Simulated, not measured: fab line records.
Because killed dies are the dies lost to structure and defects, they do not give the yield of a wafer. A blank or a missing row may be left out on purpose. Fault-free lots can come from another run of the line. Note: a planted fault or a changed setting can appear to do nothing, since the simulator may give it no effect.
fab line records | flow sky130 | part 2 of 2: steps 27 to 37 of 37
record: lots: 5 wafers: 15 last-day: 49
route steps=708 shown CAP2M@617 METAL4@621 VIA4@639
lots that met no fault: from a run of the same line without faults
start-h: hours from the record's opening day to when the first of the lot's shown wafers began | wait-h: how many hours have passed since the lot's step before this one | " unchanged from the row above | L1.1+2: several wafers, shown together as one row | - no value, or no start given | * or withheld: withheld | < > ~ a bound
route shown NAME@n: names a module that has steps shown in the file, with the first one's number in the route | usual: mean/standard deviation of fault-free wafers | same: alike in all rows | chamber/n: place in a boat | sites: each site's reading | _std_site: standard deviation across them | _edge_site: outer sites' mean less inner sites' | radius-mm: how far each site lies from the wafer's centre | mask NAME#n: copy n | behind: tool/chamber where the wafer was last shaped | hold: why the lot was held/for how many hours/how that ended | device: transistor that didn't switch, given as n, p or np | end of line: at the end of the route, the tests of the same wafers | where a step has no rows: the recipe by itself | killed: count of dies lost to structure and defects at first sort (not the wafer's yield) | map: per-die view of a wafer (x killed, . not killed, _ where there is no die)
set.NAME: the run value of the setting; set.NAME@STEP: its run value at that earlier step | model.NAME: the simulator's own value behind a step, which no gauge read
certain route steps with their lots: each step a table, each wafer a row
services: a tool's chamber out of use, with start hour (start-h, from the record's first day; less than 0 if before it), hours out, and reason
== steps ==
step: SKY_VIA4_DEHYDRATE_04
recipe: temp-c: 200 time-s: 60
usual: exhaust-pa: 44.9/0.93
columns lot.wafer tool chamber start-h wait-h exhaust-pa
L075.1 litho-track-04 0 993.34 10.5 45.2
L075.2 " 0 " " 45.6
L075.6 " 0 " " 44.6
L081.3 litho-track-02 0 1028.56 10.7 44.1
L081.4 " 0 " " 45.6
L081.5 " 0 " " 44.9
L084.4 litho-track-04 0 1055.22 10.3 45.0
L084.5 " 0 " " 45.1
L084.6 " 0 " " 44.9
L091.2 litho-track-03 0 1112.66 9.2 43.7
L091.4 " 0 " " 42.2
L091.6 " 0 " " 43.8
L092.4 litho-track-02 0 1116.13 9.3 45.8
L092.5 " 0 " " 45.0
L092.6 " 0 " " 45.6
step: SKY_VIA4_HMDS_05
recipe: prime-time-s: 60 prime-temp-c: 120
usual: exhaust-pa: 45.3/0.81
columns lot.wafer tool chamber start-h wait-h exhaust-pa
L075.1 litho-track-04 0 993.49 0.1 45.4
L075.2 " 0 " " 45.8
L075.6 " 0 " " 44.8
L081.3 litho-track-02 0 1028.71 0.1 45.6
L081.4 " 0 " " 44.1
L081.5 " 0 " " 44.4
L084.4 litho-track-04 0 1055.37 0.1 44.1
L084.5 " 0 " " 44.9
L084.6 " 0 " " 45.5
L091.2 litho-track-03 0 1112.81 0.1 46.5
L091.4 " 0 " " 46.2
L091.6 " 0 " " 45.6
L092.4 litho-track-02 0 1116.28 0.1 45.8
L092.5 " 0 " " 45.8
L092.6 " 0 " " 45.9
step: SKY_VIA4_COAT_06
recipe: resist: NOVOLAK spin-rpm: 3000 resist-thk-nm: 1140
usual: exhaust-pa: 45.1/0.82 spin-speed-rpm: 2999.9/1.9
columns lot.wafer tool chamber start-h wait-h exhaust-pa spin-speed-rpm
L075.1 litho-track-04 0 993.64 0.1 44.8 2999.7
L075.2 " 0 " " 44.7 3001.8
L075.6 " 0 " " 44.4 3001.1
L081.3 litho-track-02 0 1028.86 0.1 44.0 3001.3
L081.4 " 0 " " 44.5 3000.0
L081.5 " 0 " " 44.8 3000.0
L084.4 litho-track-04 0 1055.52 0.1 44.0 2998.2
L084.5 " 0 " " 44.9 2997.2
L084.6 " 0 " " 45.2 2998.5
L091.2 litho-track-03 0 1112.96 0.1 45.5 2998.6
L091.4 " 0 " " 46.9 2997.6
L091.6 " 0 " " 45.4 3000.3
L092.4 litho-track-02 0 1116.43 0.1 45.0 2998.0
L092.5 " 0 " " 44.9 2999.6
L092.6 " 0 " " 45.8 3000.4
step: SKY_VIA4_SOFTBAKE_07
recipe: temp-c: 90 time-s: 60 resist: NOVOLAK
usual: exhaust-pa: 45.1/0.77
columns lot.wafer tool chamber start-h wait-h exhaust-pa
L075.1 litho-track-04 0 993.79 0.1 45.9
L075.2 " 0 " " 45.7
L075.6 " 0 " " 45.6
L081.3 litho-track-02 0 1029.01 0.1 45.0
L081.4 " 0 " " 45.7
L081.5 " 0 " " 44.2
L084.4 litho-track-04 0 1055.67 0.1 46.1
L084.5 " 0 " " 45.7
L084.6 " 0 " " 46.1
L091.2 litho-track-03 0 1113.11 0.1 45.1
L091.4 " 0 " " 46.2
L091.6 " 0 " " 42.9
L092.4 litho-track-02 0 1116.58 0.1 43.9
L092.5 " 0 " " 44.5
L092.6 " 0 " " 45.2
step: SKY_VIA4_EXPOSE_08
recipe: mask-id: VIM4 na: 0.6 source-shape: conventional sigma-outer: 0.6 polarization: unpolarized target-cd-nm: 800 dose-mj: 132
columns lot.wafer tool chamber start-h wait-h mask
L075.1+2+6 iline-stepper-02 0 - - VIM4#0
L081.3+4+5 iline-stepper-02 0 - - VIM4#0
L084.4+5+6 iline-stepper-01 0 - - VIM4#0
L091.2+4+6 iline-stepper-01 0 - - VIM4#0
L092.4+5+6 iline-stepper-02 0 - - VIM4#0
step: SKY_VIA4_PEB_09
recipe: temp-c: withheld time-s: * resist: NOVOLAK
usual: exhaust-pa: 45.0/0.88
columns lot.wafer tool chamber start-h wait-h exhaust-pa
L075.1 litho-track-04 0 - - 44.7
L075.2 " 0 " " 44.0
L075.6 " 0 " " 45.4
L081.3 litho-track-03 0 - - 43.9
L081.4 " 0 " " 45.3
L081.5 " 0 " " 45.4
L084.4 litho-track-03 0 - - 44.4
L084.5 " 0 " " 44.5
L084.6 " 0 " " 45.8
L091.2 litho-track-04 0 - - 46.1
L091.4 " 0 " " 45.8
L091.6 " 0 " " 45.7
L092.4 litho-track-02 0 - - 45.2
L092.5 " 0 " " 44.6
L092.6 " 0 " " 43.6
step: SKY_VIA4_DEVELOP_10
recipe: resist: NOVOLAK developer: TMAH develop-time-s: 60 dev-temp-c: 23
usual: exhaust-pa: 45.0/0.77
columns lot.wafer tool chamber start-h wait-h exhaust-pa
L075.1 litho-track-04 0 1005.14 0.1 44.8
L075.2 " 0 " " 45.5
L075.6 " 0 " " 46.3
L081.3 litho-track-03 0 1039.39 0.1 45.4
L081.4 " 0 " " 44.8
L081.5 " 0 " " 45.0
L084.4 litho-track-03 0 1065.71 0.1 43.4
L084.5 " 0 " " 44.4
L084.6 " 0 " " 44.3
L091.2 litho-track-04 0 1122.82 0.1 45.3
L091.4 " 0 " " 44.7
L091.6 " 0 " " 46.0
L092.4 litho-track-02 0 1126.18 0.1 43.3
L092.5 " 0 " " 44.6
L092.6 " 0 " " 43.9
step: SKY_VIA4_OVL_MEAS_11
usual: VIA4_OVL: 0.3/1.2
columns lot.wafer tool chamber start-h wait-h VIA4_OVL[nm]
L075.1 overlay-02 - 1005.29 0.1 0.9
L075.2 " - " " -0.8
L075.6 " - " " -2.1
L081.3 overlay-01 - 1039.50 0.1 -1.3
L081.4 " - " " -0.8
L081.5 " - " " -3.2
L084.4 overlay-01 - 1065.80 0.1 -0.4
L084.5 " - " " 1.1
L084.6 " - " " 1.0
L091.2 overlay-01 - 1122.95 0.1 -0.2
L091.4 " - " " -0.4
L091.6 " - " " -2.4
L092.4 overlay-01 - 1126.28 0.1 -0.9
L092.5 " - " " -0.8
L092.6 " - " " -0.1
step: SKY_VIA4_ETCH_12
recipe: target: SiO2 chemistry: C4F8/O2/Ar stop-on: TiN mask-material: NOVOLAK source-w: 1500 bias-w: 1200 pressure-mtorr: 40 c4f8-flow-sccm: withheld O2_flow_sccm: 6 Ar_flow_sccm: 300 time-s: withheld target-depth-a: 5800
usual: oes-product-au: 0.925/0.0047
columns lot.wafer tool chamber start-h wait-h oes-product-au
L075.1 rie-diel-02 1 1005.33 0.0 0.932
L075.2 " 0 " " 0.925
L075.6 " 0 " " 0.928
L081.3 rie-diel-02 0 1039.52 0.0 0.924
L081.4 " 2 " " 0.925
L081.5 " 1 " " 0.924
L084.4 rie-diel-04 2 1065.82 0.0 0.924
L084.5 " 1 " " 0.925
L084.6 " 2 " " 0.928
L091.2 rie-diel-01 2 1122.98 0.0 0.921
L091.4 " 1 " " 0.925
L091.6 " 3 " " 0.920
L092.4 rie-diel-04 0 1126.29 0.0 0.926
L092.5 " 3 " " 0.930
L092.6 " 2 " " 0.926
step: SKY_VIA4_STRIP_13
recipe: chemistry: O2/N2 power-w: 1400 pressure-mtorr: 1500 platen-temp-c: withheld o2-flow-sccm: 3000 n2-flow-sccm: 300 overash-fraction: 0.5
usual: drypump-motor-current-A: 6.0/0.49 oes-product-au: 0.710/0.0042 strip-time-to-endpoint-s: 12.81/0.033
columns lot.wafer tool chamber start-h wait-h drypump-motor-current-A oes-product-au rf-hours-counter-h strip-time-to-endpoint-s
L075.1 plasma-asher-03 1 1005.40 - 6.4 0.716 60 12.77
L075.2 " 0 " " 5.7 0.708 60 12.83
L075.6 " 0 " " 5.6 0.705 - 12.80
L081.3 plasma-asher-02 1 1039.63 - 6.2 0.712 - 12.85
L081.4 " 0 " " 5.9 0.714 - 12.82
L081.5 " 1 " " 6.2 0.707 - 12.84
L084.4 plasma-asher-04 0 1065.93 - 5.2 0.713 - 12.79
L084.5 " 1 " " 6.8 0.716 - 12.84
L084.6 " 0 " " 5.2 0.706 - 12.82
L091.2 plasma-asher-03 0 1123.05 - 5.7 0.709 73 12.85
L091.4 " 1 " " 6.3 0.714 - 12.87
L091.6 " 0 " " 5.7 0.716 - 12.89
L092.4 plasma-asher-03 0 1126.40 - 5.6 0.711 - 12.86
L092.5 " 1 " " 6.3 0.711 - 12.80
L092.6 " 0 " " 5.6 0.706 - 12.82
step: SKY_VIA4_STRIP_14
recipe: chemistry: post-etch-residue-remover time-s: 1200 temp-c: 72.5
columns lot.wafer tool chamber start-h wait-h
L075.1+2+6 wet-bench-02 2 1005.50 0.1
L081.3+4+5 wet-bench-02 3 1039.69 0.0
L084.4+5+6 wet-bench-04 1 1065.99 0.0
L091.2+4+6 wet-bench-04 3 1123.15 0.1
L092.4+5+6 wet-bench-02 1 1126.47 0.0
== services ==
columns tool chamber start-h hours kind
krf-scanner-01 - 933.73 0.8 pm
wet-bench-03 - 960.73 8.2 repair
krf-scanner-01 - 970.18 0.3 repair
plasma-asher-04 - 980.15 4.3 pm
rie-metal-01 - 980.42 0.4 repair
krf-scanner-01 - 981.27 0.5 repair
plasma-asher-01 - 995.79 9.6 repair
rie-diel-04 - 1007.82 2.8 pm
krf-scanner-01 - 1010.32 4.0 pm
plasma-asher-03 - 1010.90 2.8 pm
rie-diel-04 - 1028.51 0.6 repair
rie-metal-04 1 1048.17 2.6 repair
rie-metal-04 0 1056.61 1.1 repair
rie-diel-04 - 1063.35 0.6 repair
krf-scanner-01 - 1066.12 1.0 pm
plasma-asher-04 - 1071.51 1.7 repair
plasma-asher-04 - 1076.18 2.8 pm
plasma-asher-01 - 1084.12 15.0 repair
krf-scanner-01 - 1086.57 1.3 pm
plasma-asher-04 - 1098.00 0.7 repair
plasma-asher-01 - 1099.07 2.8 pm
plasma-asher-01 - 1101.82 4.3 pm
krf-scanner-01 - 1102.62 0.8 pm
rie-metal-03 1 1110.38 10.4 repair
